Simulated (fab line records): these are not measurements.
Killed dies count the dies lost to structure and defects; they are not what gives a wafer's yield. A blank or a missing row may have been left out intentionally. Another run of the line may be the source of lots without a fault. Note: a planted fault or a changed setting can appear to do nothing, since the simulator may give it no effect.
Problem report, 8D (eight disciplines) form, completed by code || flow gf180mcu || the parts of the form that need people (team, actions taken, sign-off) are left out

## 1. THE ISSUE
DUAL_GATE_OXIDATION_00_THK at GF_DUAL_GATE_THK_MEAS_03 reads a mean of 16.62 nm on 3 wafers of 1 lot; wafers without a fault read 10.84 nm with a standard deviation of 0.25. That puts it +23 standard deviations away from the usual mean.
First seen on wafer L961.1, day 10 03:37, on film_metro-03. Wafers with a number at this step in the record: 39, from 13 lots. By rule, "out" or "out of limits" means more than 4 standard deviations away from the usual mean. Any other wafer with a number is counted as sound.

## 2. WHAT THIS IS AND IS NOT
{"question": "which readings at this step", "is": "DUAL_GATE_OXIDATION_00_THK", "is not": "-"}
{"question": "which lots", "is": "L961", "is not": "L953, L954, L955, L956, L957, L958, L965, L968, L972, L973, L974, L975"}
{"question": "which wafers of those lots", "is": "all that have a number", "is not": "-"}
{"question": "read on which gauges", "is": "film_metro-03", "is not": "film_metro-01, film_metro-04"}
{"question": "when", "is": "from day 10 03:37", "is not": "up to then (18 sound wafers); but 18 sound wafers of L965, L968, L972, L973, L974, L975 came after"}

## 3. SUSPECTS, AND WHAT RULES EACH OUT
Counting: a tool stays on the suspect list if, at a process step up to the reading, it processed all lots that are out and no sound lot following the first of them.
- the gauge at GF_DUAL_GATE_THK_MEAS_03: kept. All the wafers that are out were read on film_metro-03, and no step on other tools shows them out.
- furnace-01 at GF_DUAL_GATE_OXIDATION_02 (stabilise 600 s, purge 300 s, target thk 10.887 nm): ruled out as a lasting fault. The sound lots L972, L973 went through it after L961, its earliest lot that is out (day 10 02:10).
Remaining after the count: film_metro-03 at GF_DUAL_GATE_THK_MEAS_03.

## 4. THE CAUSE (what the simulator had put in)
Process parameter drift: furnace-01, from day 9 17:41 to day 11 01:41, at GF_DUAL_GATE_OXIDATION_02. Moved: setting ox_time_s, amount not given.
Counting ruled it out, wrongly: the rule takes a fault to strike every lot that its tool runs from its start on, and this one did not.

## 5. THE CHAIN OF EFFECTS, in route order
Each row: a reading whose mean over the struck wafers that have a number lies more than 3 standard deviations from the usual. Only readings whose record carries a usual standard deviation are examined. hours: median over the lots of the time between each lot's start at the first step of this table that gives one and its start at this step. sigmas: the change, counted in usual standard deviations.
{"hours": 0, "step": "GF_DUAL_GATE_THK_MEAS_03", "reading": "DUAL_GATE_OXIDATION_00_THK", "usual": "10.84 nm", "on struck wafers": 16.62, "change": "+5.78", "sigmas": "+23"}
Later measuring or inspecting steps at which every struck wafer that the step has a row for has a number for every such reading, and none has moved that far: GF_DUAL_GATE_OVL_MEAS_11.

## 6. HOW IT WOULD HAVE BEEN CAUGHT EARLIER
In this record the first reading out of limits at a measuring or inspecting step was taken at day 10 03:37, 10 hours after the fault began at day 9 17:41.
An alarm limit of 4 standard deviations would not have fired on the tool readings at GF_DUAL_GATE_OXIDATION_02 for which the record gives a usual standard deviation, since none of them was out on any struck wafer.
